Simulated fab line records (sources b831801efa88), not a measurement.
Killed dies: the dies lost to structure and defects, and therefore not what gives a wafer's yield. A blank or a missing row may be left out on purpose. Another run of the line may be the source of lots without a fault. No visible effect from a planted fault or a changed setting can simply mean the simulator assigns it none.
Matching of chambers | flow gf180mcu | 3 sister chambers for GF_V4_CVD_02 on pecvd-01
The step deposits SiO2 from TEOS, target thk 850 nm, time 94.851 s. 3 wafers are shown with their chamber, then 7 later ones without.

## WAFERS WITH THEIR CHAMBER
wafer  | chamber | heater power w (W)
L079.4 | 1       | 528
L083.5 | 0       | 885
L086.5 | 2       | 730

## WAFERS WITH NO CHAMBER GIVEN
wafer  | heater power w (W)
L086.6 | 954
L090.1 | 768
L090.4 | 787
L090.6 | 934
L092.1 | 522
L092.5 | 779
L092.6 | 567

## WHICH CHAMBER EACH ONE RAN IN
wafer  | from the rows above     | in truth
L086.6 | 0                       | 0
L090.1 | can't be placed: 2 or 0 | 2
L090.4 | can't be placed: 2 or 0 | 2
L090.6 | 0                       | 0
L092.1 | 1                       | 1
L092.5 | can't be placed: 2 or 0 | 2
L092.6 | 1                       | 1
Correctly placed: 4 of 7. From these rows, 3 cannot be placed; in 3 the true chamber is one of the candidates. Placed wrongly: 0.
How it was worked out, from the rows above alone: a wafer's distance from a chamber is the root of the sum, over the readings, of the square of ((its reading less the chamber's mean) divided by the reading's scatter). The wafer belongs to the nearest chamber; if the next one is less than 2 further off, it can't be placed. The mean given for a chamber averages the wafers shown for that chamber. The scatter: with one shown wafer a chamber, the root of the mean of the squares of how far each hidden wafer lies from its nearest shown one.
